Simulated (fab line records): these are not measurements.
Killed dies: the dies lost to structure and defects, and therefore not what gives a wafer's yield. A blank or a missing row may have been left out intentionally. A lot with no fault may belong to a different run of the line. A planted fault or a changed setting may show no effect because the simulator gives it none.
Chamber matching ; flow sky130 ; rieDiel-03 running SKY_CONTACT_ETCH_17: 4 sister chambers
The step etches SiO2 in C4F8/O2/Ar, stops on Si3N4, target depth 340 nm. 4 wafers are shown with their chamber, then 11 later ones without.

## WAFERS WITH THEIR CHAMBER
wafer;chamber;oesProductAu (a.u.)
L087.1;3;0.891
L088.4;2;0.890
L088.6;1;0.892
L089.2;0;0.888

## WAFERS WHOSE CHAMBER IS MISSING
wafer;oesProductAu (a.u.)
L089.3;0.887
L089.6;0.886
L092.1;0.892
L092.2;0.892
L092.4;0.887
L094.1;0.885
L094.5;0.890
L094.6;0.888
L096.2;0.888
L096.3;0.895
L096.6;0.887

## WHICH CHAMBER EACH ONE RAN IN
wafer;from the rows above;in truth
L089.3;can't be placed: 0 or 2 or 3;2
L089.6;can't be placed: 0 or 2 or 3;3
L092.1;can't be placed: 1 or 3 or 2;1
L092.2;can't be placed: 1 or 3 or 2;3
L092.4;can't be placed: 0 or 2 or 3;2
L094.1;can't be placed: 0 or 2 or 3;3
L094.5;can't be placed: 2 or 3 or 0 or 1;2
L094.6;can't be placed: 0 or 2 or 3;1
L096.2;can't be placed: 0 or 2 or 3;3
L096.3;can't be placed: 1 or 3 or 2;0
L096.6;can't be placed: 0 or 2 or 3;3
Correctly placed: 0 of 11. Can't be placed from these rows: 11 (the true chamber is among the candidates in 9). Number placed wrongly: 0.
How it was worked out, from the rows above alone: a wafer's distance from a chamber is the root of the sum, over the readings, of the square of ((its reading less the chamber's mean) divided by the reading's scatter). The wafer belongs to the nearest chamber; if the next one is less than 2 further off, it can't be placed. A chamber's mean is the mean of its shown wafers. The scatter (one wafer shown for each chamber): square how far every hidden wafer sits from the nearest shown wafer, average those squares and take the square root.
